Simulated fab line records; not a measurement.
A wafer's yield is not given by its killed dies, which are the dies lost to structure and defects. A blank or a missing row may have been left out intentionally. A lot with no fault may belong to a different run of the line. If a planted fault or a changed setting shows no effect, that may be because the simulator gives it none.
Comparing a struck lot with a sound one / flow sky130 / 18 steps out of a route of 708
Sound: these wafers, L754.1, L754.3, L754.6. Struck: wafer L772.3 (left out: L772.2, L772.5 of the same lot, which were not struck); the cause appears at the end.
Order at every step that has rows: each side's tool, ch and its chambers, its first start. Under that, the readings that differ: sound wafers / struck wafers / difference of the means / sigmas: that difference in standard deviations of wafers without a fault.
alike: words and numbers the same on both sides, and readings whose means are apart by under 2 such deviations; not compared: readings that were withheld, readings missing a value for some wafer, numbers with overlapping values and no deviation given by the record, and bounds like >300 which may hide the same value.
The two part at a step that has a row with sigmas, a row that says differs or no value, or rows on one side only. Non-overlapping numbers with no deviation appear without sigmas and do not part them. Lack of a reading on every wafer of one side parts them only where that side has two or more wafers.

first, 3 steps without rows for these wafers: SKY_VIA1_EXPOSE_09 (exposes mask VIM, target cd 150 nm); SKY_VIA1_PEB_10; SKY_VIA1_DEVELOP_11 (develop time 60 s).
SKY_VIA1_CD_MEAS_12 targets a cd of 150 nm.
  sound on cd sem-02 at day 35 03:08; struck on cd sem-02 at day 40 20:13
  alike: cd nm
SKY_VIA1_OVL_MEAS_13:
  sound on overlay-01 at day 35 03:15; struck on overlay-02 at day 40 20:19
  alike: VIA1_OVL
SKY_VIA1_ETCH_14: etches BARC in N2/H2, stops on SiO2, time 45.9 s, target depth 60 nm.
  sound on rie diel-02 ch 2,3, day 35 03:17; struck on rie diel-04 ch 2, day 40 20:21
  alike: drypump motor current A, n2 flow sccm, oes product au, throttle valve pct
  not compared: rf hours counter h
SKY_VIA1_ETCH_15: etches SiO2 in C4F8/O2/Ar, stops on TiN, target depth 351 nm, time 54 s.
  sound on rie diel-02 ch 2,3, day 35 03:20; struck on rie diel-04 ch 2, day 40 20:23
  alike: oes product au
  not compared: rf hours counter h
SKY_VIA1_STRIP_16: strips in O2/N2.
  sound on plasma asher-03 ch 0, day 35 03:22; struck on plasma asher-04 ch 0, day 40 20:26
reading=drypump motor current A (A); sound=6.7 6.7 6.7; struck=5.0; difference=-1.7; sigmas=-3
  alike: n2 flow sccm, oes product au, strip time to endpoint s
  not compared: rf hours counter h
then, 3 steps without rows for these wafers: SKY_VIA1_STRIP_17 (strips in post etch residue remover, time 1200 s); SKY_VIA1_CLEAN_18 (cleans in IPA, time 180 s); SKY_VIA1_CLEAN_19 (cleans in O3/DIW).
SKY_VIA1_SPUTTER_20: material TiN, target thk 20 nm, time 80 s.
  sound on pvd sputter-04 at day 35 04:01; struck on pvd sputter-01 at day 40 21:02
  alike: throttle valve pct
SKY_VIA1_CVD_21: deposits W, target thk 270 nm, time 80.902 s.
  sound on cvd w-01 ch 0,1, day 35 04:08; struck on cvd w-01 ch 0, day 40 21:06
reading=susceptor temp C (C); sound=400.24 400.22 400.09; struck=399.76; difference=-0.42; sigmas=-2
reading=model.W_of_VIA1_CVD_21.thk nm (nm); sound=273.9 267.6 272.1; struck=175.1; difference=-96.1; sigmas=
  alike: heater power w
  not compared: since wet clean h
SKY_VIA1_RS_MEAS_22: measures by four-point-probe.
  sound on film metro-04 at day 35 04:13; struck on film metro-04 at day 40 21:13
reading=VIA1_W_RS (ohm/sq); sound=0.421 0.431 0.425; struck=0.664; difference=+0.238; sigmas=+52
SKY_VIA1_THK_MEAS_23: measures by xrf.
  sound on film metro-04 at day 35 04:20; struck on film metro-04 at day 40 21:19
reading=VIA1_W_THK (nm); sound=274 268 272; struck=174; difference=-97; sigmas=-29
SKY_VIA1_CMP_24: polishes, stops on SiO2, t overpolish 15 s, target thk 0 nm.
  sound on cmp-01 ch 0,2, day 35 04:24; struck on cmp-01 ch 3, day 40 21:22
reading=time to endpoint s (s); sound=65.8 61.6 60.7; struck=38.9; difference=-23.8; sigmas=-10
  alike: motor current A, platen rpm
SKY_METAL2_SPUTTER_00: material Ti, target thk 15 nm, time 10 s.
  sound on pvd sputter-01 at day 35 04:42; struck on pvd sputter-02 at day 40 21:40
reading=throttle valve pct (%); sound=29.2 29.2 30.0; struck=31.6; difference=+2.1; sigmas=+2
after that, 1 step had no rows for these wafers: SKY_PAD_OPEN_PROBE_99.

## WHERE THEY PART
First at SKY_VIA1_STRIP_16; last, within this record, at SKY_METAL2_SPUTTER_00.

WHY: what the simulator had put in
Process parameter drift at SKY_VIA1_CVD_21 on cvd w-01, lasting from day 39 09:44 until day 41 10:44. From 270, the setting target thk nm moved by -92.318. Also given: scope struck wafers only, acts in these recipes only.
